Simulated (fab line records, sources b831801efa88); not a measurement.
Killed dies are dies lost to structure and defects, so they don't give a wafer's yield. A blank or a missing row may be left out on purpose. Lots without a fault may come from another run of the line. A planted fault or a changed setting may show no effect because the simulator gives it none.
A struck lot beside a sound one | flow sky130 | 15 steps out of a route of 708
Sound: wafers L352.1, L352.3, L352.5. Struck: wafer L367.2. (L367.5, L367.6 of the same lot were not struck and are left out.) The cause comes at the end.
At each step with rows: each side's tool, then ch and its chambers, then its first start. Under that, the readings that differ: sound wafers | struck wafers | difference of the means | sigmas: that difference in standard deviations of wafers without a fault.
alike: readings whose means differ by less than 2 such deviations, and words and numbers that are the same on both sides. not compared: withheld readings, readings that some wafer has no value for, bounds like >300 that may hide the same value, and numbers for which the record gives no deviation and whose values overlap.
The two part at a step that has a row with sigmas, a row that says differs or no value, or rows on one side only. Numbers that don't overlap but have no deviation are shown without sigmas and don't part them. A reading that every wafer of one side lacks parts them only if that side has two wafers or more.

SKY_VIA4_STRIP_13: strips in O2/N2.
  sound on plasma_asher-01 ch 0,1, day 43 17:44; struck on plasma_asher-01 ch 1, day 47 11:44
  reading             | sound             | struck | difference | sigmas
  n2_flow_sccm (sccm) | 298.7 298.9 298.5 | 301.0  | +2.3       | +2
  alike: drypump_motor_current_A, oes_product_au, strip_time_to_endpoint_s
  not compared: rf_hours_counter_h
then, 3 steps without rows for these wafers: SKY_VIA4_STRIP_14 (strips in post etch residue remover, time 1200 s); SKY_VIA4_CLEAN_15 (cleans in IPA, time 180 s); SKY_VIA4_CLEAN_16 (cleans in O3/DIW).
SKY_VIA4_SPUTTER_17: material TiN, target thk 20 nm, time 80 s.
  sound on pvd_sputter-04, day 43 18:21; struck on pvd_sputter-04, day 47 12:22
  alike: cathode_dc_power_W, throttle_valve_pct
SKY_VIA4_CVD_18: deposits W, target thk 505 nm, time 152.14 s.
  sound on cvd_w-01 ch 0,1, day 43 18:25; struck on cvd_w-01 ch 0, day 47 12:26
  alike: heater_power_w
SKY_VIA4_RS_MEAS_19: measures by four-point-probe.
  sound on film_metro-01, day 43 18:34; struck on film_metro-02, day 47 12:36
  alike: VIA4_W_RS
SKY_VIA4_THK_MEAS_20: measures by xrf.
  sound on film_metro-01, day 43 18:41; struck on film_metro-02, day 47 12:43
  alike: VIA4_W_THK
then, 3 steps without rows for these wafers: SKY_VIA4_CMP_21 (polishes, stops on SiO2, t overpolish 25 s, target thk 0 nm); SKY_METAL5_SPUTTER_00 (material Ti, target thk 15 nm, time 10 s); SKY_METAL5_SPUTTER_01 (material TiN, target thk 20 nm, time 16.7 s).
SKY_METAL5_SPUTTER_02: material AlCu, target thk 1150 nm, time 61.2 s.
  sound on pvd_sputter-02, day 43 19:05; struck on pvd_sputter-02, day 47 13:07
  alike: cathode_dc_power_W, throttle_valve_pct
SKY_METAL5_SPUTTER_03: material Ti, target thk 5 nm, time 3.3 s.
  sound on pvd_sputter-02, day 43 19:08; struck on pvd_sputter-02, day 47 13:10
  reading                                   | sound             | struck | difference | sigmas
  model.Ti_of_METAL5_SPUTTER_03.thk_nm (nm) | 5.104 5.127 5.102 | 2.469  | -2.642     |
  alike: cathode_dc_power_W, throttle_valve_pct
SKY_METAL5_SPUTTER_04: material TiN, target thk 70 nm, time 58.3 s.
  sound on pvd_sputter-02, day 43 19:10; struck on pvd_sputter-02, day 47 13:11
  alike: cathode_dc_power_W, throttle_valve_pct
-- the record jumps here: 2 days lie between the struck wafers' starts before and after (it left off in module METAL5 and takes up again in module PAD_OPEN, whose first step shown is number 708 of the route) --
SKY_PAD_OPEN_PROBE_99:
  sound on prober-02, day 46 14:52; struck on prober-02, day 49 22:38
  reading         | sound | struck | difference | sigmas
  killed_at_M4_up | 1 3 2 | 6      | +4         | +2
  alike: defect_limited_yield, killed_at_M0_to_M3, killed_at_contacts, killed_at_front_end, killed_at_other, killed_dies, killed_open, killed_short, sort_bin_3_pad_short, sort_bin_5_function, sort_bin_6_memory, sort_n_pass, sort_yield_pct

WHERE THEY PART
First at SKY_VIA4_STRIP_13; last, within this record, at SKY_PAD_OPEN_PROBE_99.

WHY: what the simulator had put in
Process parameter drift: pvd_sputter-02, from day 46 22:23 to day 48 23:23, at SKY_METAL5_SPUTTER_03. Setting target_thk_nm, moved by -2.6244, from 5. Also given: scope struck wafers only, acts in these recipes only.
